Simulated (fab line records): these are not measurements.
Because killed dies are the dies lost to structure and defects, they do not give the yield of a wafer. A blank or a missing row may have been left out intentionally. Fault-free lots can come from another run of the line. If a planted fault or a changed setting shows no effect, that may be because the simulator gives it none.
A struck lot beside a sound one / flow sky130 / 43 steps out of a route of 708
Sound: wafers L302.1, L302.4, L302.6. The struck wafers were L311.1, L311.3, L311.4. Last of all comes the cause.
For every step that has rows: the tool of each side, followed by ch and its chambers, followed by its first start. Under that, the readings that differ: sound wafers / struck wafers / difference of the means / sigmas: that difference in standard deviations of wafers without a fault.
alike: same words and numbers on both sides, and readings whose means sit less than 2 such deviations apart. not compared: any withheld reading, any reading some wafer has no value for, any bound like >300 that may hide the same value, and any number with overlapping values for which the record gives no deviation.
A row with sigmas, a row that says differs or no value, or rows on one side alone: a step with any of these is where the two part. Numbers that have no deviation but don't overlap get no sigmas and don't part them. A reading missing from all wafers of one side parts the sides only when that side holds two or more wafers.

first, 4 steps without rows for these wafers: SKY_VIA3_CLEAN_18 (cleans in IPA, time 180 s); SKY_VIA3_CLEAN_19 (cleans in O3/DIW); SKY_VIA3_SPUTTER_20 (material TiN, target thk 20 nm, time 80 s); SKY_VIA3_CVD_21 (deposits W, target thk 390 nm, time 117.31 s).
SKY_VIA3_RS_MEAS_22: measurement is done with a four-point probe.
  sound on film_metro-02, day 41 04:04; struck on film_metro-01, day 43 09:59
  alike: VIA3_W_RS
SKY_VIA3_THK_MEAS_23: measures by xrf.
  sound on film_metro-02, day 41 04:11; struck on film_metro-01, day 43 10:06
reading=VIA3_W_THK (nm); sound=387 381 385; struck=401 398 403; difference=+16; sigmas=+2
SKY_VIA3_CMP_24: polishes, stops on SiO2, t overpolish 20 s, target thk 0 nm.
  sound on cmp-01 ch 0,3, day 41 04:17; struck on cmp-01 ch 0,2,3, day 43 10:25
  alike: motor_current_A, overpolish_run_s, retaining_ring_pressure_frac, slurry_flow_ml_min, time_to_endpoint_s
then, 2 steps without rows for these wafers: SKY_METAL4_SPUTTER_00 (material Ti, target thk 15 nm, time 10 s); SKY_METAL4_SPUTTER_01 (material TiN, target thk 20 nm, time 16.7 s).
SKY_METAL4_SPUTTER_02: material AlCu, target thk 735 nm, time 39.1 s.
  sound on pvd_sputter-02, day 41 04:35; struck on pvd_sputter-01, day 43 10:46
  alike: throttle_valve_pct
then, 2 steps without rows for these wafers: SKY_METAL4_SPUTTER_03 (material Ti, target thk 5 nm, time 3.3 s); SKY_METAL4_SPUTTER_04 (material TiN, target thk 70 nm, time 58.3 s).
SKY_CAP2M_CVD_00: deposits SiO2, target thk 15.5 nm.
  sound on pecvd-02 ch 0,1, day 41 04:42; struck on pecvd-01 ch 0,1,2, day 43 10:52
  alike: heater_power_w
SKY_CAP2M_THK_MEAS_01:
  sound on film_metro-03, day 41 04:43; struck on film_metro-04, day 43 10:53
  alike: CAP2M_CVD_00_THK
SKY_CAP2M_SPUTTER_02: material TiN, target thk 200 nm, time 166.7 s.
  sound on pvd_sputter-03, day 41 04:47; struck on pvd_sputter-03, day 43 10:57
  alike: throttle_valve_pct
SKY_CAP2M_RS_MEAS_03: measurement is done with a four-point probe.
  sound on film_metro-03, day 41 04:53; struck on film_metro-03, day 43 11:04
  alike: CAP2M_TIN_RS
SKY_CAP2M_THK_MEAS_04: measures by xrf.
  sound on film_metro-03, day 41 05:01; struck on film_metro-03, day 43 11:11
  alike: CAP2M_TIN_THK
then, 7 steps without rows for these wafers: SKY_CAP2M_DEHYDRATE_05 (time 60 s); SKY_CAP2M_HMDS_06 (prime time 60 s); SKY_CAP2M_COAT_07 (resist thk 1140 nm); SKY_CAP2M_SOFTBAKE_08 (time 60 s); SKY_CAP2M_EXPOSE_09 (exposes mask CAP2M, target cd 1000 nm); SKY_CAP2M_PEB_10; SKY_CAP2M_DEVELOP_11 (develop time 60 s).
SKY_CAP2M_OVL_MEAS_12:
  sound on overlay-02, day 42 04:05; struck on overlay-01, day 44 09:14
  alike: CAP2M_OVL
SKY_CAP2M_METAL_ETCH_13: etches TiN in Cl2/BCl3, stops on SiO2, target depth 220 nm, time 62.9 s.
  sound on rie_metal-04 ch 0,1, day 42 04:07; struck on rie_metal-04 ch 0,1, day 44 09:16
  alike: drypump_motor_current_A, oes_product_au, throttle_valve_pct
  not compared: rf_hours_counter_h
then, 12 steps without rows for these wafers: SKY_CAP2M_STRIP_14 (strips in O2/N2); SKY_CAP2M_STRIP_15 (strips in post etch residue remover, time 1200 s); SKY_CAP2M_CLEAN_16 (cleans in IPA, time 180 s); SKY_CAP2M_CLEAN_17 (cleans in O3/DIW); SKY_METAL4_DEHYDRATE_05 (time 60 s); SKY_METAL4_HMDS_06 (prime time 60 s); SKY_METAL4_COAT_07 (resist thk 60 nm); SKY_METAL4_COAT_08 (resist thk 1140 nm); SKY_METAL4_SOFTBAKE_09 (time 90 s); SKY_METAL4_EXPOSE_10 (exposes mask MM4, target cd 300 nm); SKY_METAL4_PEB_11; SKY_METAL4_DEVELOP_12 (develop time 60 s).
SKY_METAL4_CD_MEAS_13: target cd 300 nm.
  sound on cd_sem-01, day 43 03:59; struck on cd_sem-01, day 45 07:38
  alike: cd_nm
SKY_METAL4_OVL_MEAS_14:
  sound on overlay-01, day 43 04:07; struck on overlay-02, day 45 07:46
  alike: METAL4_OVL
then, 1 step without rows for these wafers: SKY_METAL4_DESCUM_15 (chemistry O2, time 8 s).
SKY_METAL4_ETCH_16: etches BARC in N2/H2, stops on SiO2, time 88.2 s, target depth 60 nm.
  sound on rie_metal-04 ch 0,1, day 43 04:11; struck on rie_metal-04 ch 0,1, day 45 07:50
  alike: drypump_motor_current_A, oes_product_au, throttle_valve_pct
  not compared: rf_hours_counter_h
-- the record jumps here: 4 days lie between the struck wafers' starts before and after (it left off in module METAL4 and takes up again in module PAD_OPEN, whose first step shown is number 708 of the route) --
SKY_PAD_OPEN_PROBE_99:
  sound on prober-01, day 47 01:03; struck on prober-01, day 48 22:27
reading=model.etest.pfet_01v8.r_on_ohm_um; sound=2961 2905 2956; struck=4335 4286 4437; difference=+1412; sigmas=
reading=model.etest.pfet_g5v0d10v5.r_on_ohm_um; sound=4803 4716 4814; struck=4878 4849 4844; difference=+79; sigmas=
reading=model.etest.pfet_01v8.drive_ua_um; sound=188.4 192.2 186.3; struck=125 124.1 121; difference=-66; sigmas=
reading=model.etest.sram_pfet_latch.drive_ua_um; sound=136.5 140.3 141.1; struck=92.32 87.96 84.09; difference=-51.18; sigmas=
reading=model.etest.pfet_01v8_hvt.drive_ua_um; sound=138.6 143.7 140.2; struck=88.82 89.79 86.92; difference=-52.32; sigmas=
reading=model.etest.pfet_01v8_mvt.drive_ua_um; sound=151.6 155.3 150.4; struck=116.5 118.3 116.1; difference=-35.5; sigmas=
reading=model.etest.pfet_01v8_lvt.drive_ua_um; sound=172.2 173.3 170.2; struck=150.9 153.9 153.3; difference=-19.2; sigmas=
reading=model.etest.pfet_g5v0d10v5.drive_ua_um; sound=340.7 344.6 340.1; struck=339.2 336 337.7; difference=-4.2; sigmas=

== WHERE THEY PART ==
Within this record, at SKY_VIA3_THK_MEAS_23 only. Later steps at which nothing parts them and some readings are alike: SKY_VIA3_CMP_24, SKY_METAL4_SPUTTER_02, SKY_CAP2M_CVD_00, SKY_CAP2M_THK_MEAS_01, SKY_CAP2M_SPUTTER_02, SKY_CAP2M_RS_MEAS_03, SKY_CAP2M_THK_MEAS_04, SKY_CAP2M_OVL_MEAS_12, SKY_CAP2M_METAL_ETCH_13, SKY_METAL4_CD_MEAS_13, SKY_METAL4_OVL_MEAS_14, SKY_METAL4_ETCH_16.

WHY: what the simulator had put in
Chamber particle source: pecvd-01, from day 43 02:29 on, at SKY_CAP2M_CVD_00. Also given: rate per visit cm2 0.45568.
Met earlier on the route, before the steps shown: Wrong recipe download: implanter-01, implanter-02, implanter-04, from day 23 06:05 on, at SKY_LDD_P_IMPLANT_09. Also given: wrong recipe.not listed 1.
